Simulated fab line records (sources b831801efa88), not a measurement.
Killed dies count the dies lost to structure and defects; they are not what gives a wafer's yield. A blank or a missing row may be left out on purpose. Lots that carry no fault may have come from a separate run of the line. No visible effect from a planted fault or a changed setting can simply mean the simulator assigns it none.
Matching of chambers | flow sky130 | rie-diel-01 running SKY_VIA4_ETCH_12: 4 sister chambers
The step etches SiO2 in C4F8/O2/Ar, stops on TiN, target depth 580 nm. 16 wafers are shown with their chamber, then 8 later ones without.

## WAFERS PAIRED WITH THEIR CHAMBERS
wafer  | chamber | oes-product-au (a.u.)
L077.1 | 2       | 0.927
L077.4 | 0       | 0.922
L077.6 | 2       | 0.929
L079.1 | 3       | 0.933
L079.2 | 2       | 0.920
L079.6 | 1       | 0.928
L084.1 | 3       | 0.924
L084.2 | 1       | 0.924
L084.3 | 0       | 0.937
L087.2 | 2       | 0.924
L087.4 | 3       | 0.930
L087.6 | 3       | 0.923
L089.1 | 2       | 0.925
L089.3 | 3       | 0.920
L089.6 | 3       | 0.922
L091.3 | 1       | 0.928

SIGNATURES (means of the wafers above)
reading        | chamber 0 | chamber 1 | chamber 2 | chamber 3 | scatter within a chamber
oes-product-au | 0.92950   | 0.92667   | 0.92500   | 0.92533   | 0.00497
Rule: distance of a wafer from a chamber = root of the sum over the readings of ((wafer's reading minus chamber's mean) / reading's scatter) squared. If the next closest chamber is less than 2 further off than the closest, the wafer can't be placed; otherwise it belongs to the closest. The scatter is the square root of a quotient: the sum, over the shown wafers, of each reading's squared deviation from its chamber's mean, divided by wafers minus chambers.

## WAFERS WITH NO CHAMBER GIVEN
wafer  | oes-product-au (a.u.)
L091.4 | 0.934
L091.5 | 0.926
L096.2 | 0.923
L096.3 | 0.927
L096.5 | 0.929
L097.1 | 0.923
L097.5 | 0.925
L097.6 | 0.917

## EACH ONE'S CHAMBER
wafer  | from the rows above               | in truth
L091.4 | can't be placed: 0 or 1 or 3 or 2 | 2
L091.5 | can't be placed: 1 or 3 or 2 or 0 | 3
L096.2 | can't be placed: 2 or 3 or 1 or 0 | 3
L096.3 | can't be placed: 1 or 3 or 2 or 0 | 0
L096.5 | can't be placed: 0 or 1 or 3 or 2 | 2
L097.1 | can't be placed: 2 or 3 or 1 or 0 | 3
L097.5 | can't be placed: 2 or 3 or 1 or 0 | 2
L097.6 | can't be placed: 2 or 3 or 1 or 0 | 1
Placed correctly: 0 of 8. Unplaceable from these rows: 8, with the true chamber sitting among the candidates in 8. Number placed wrongly: 0.
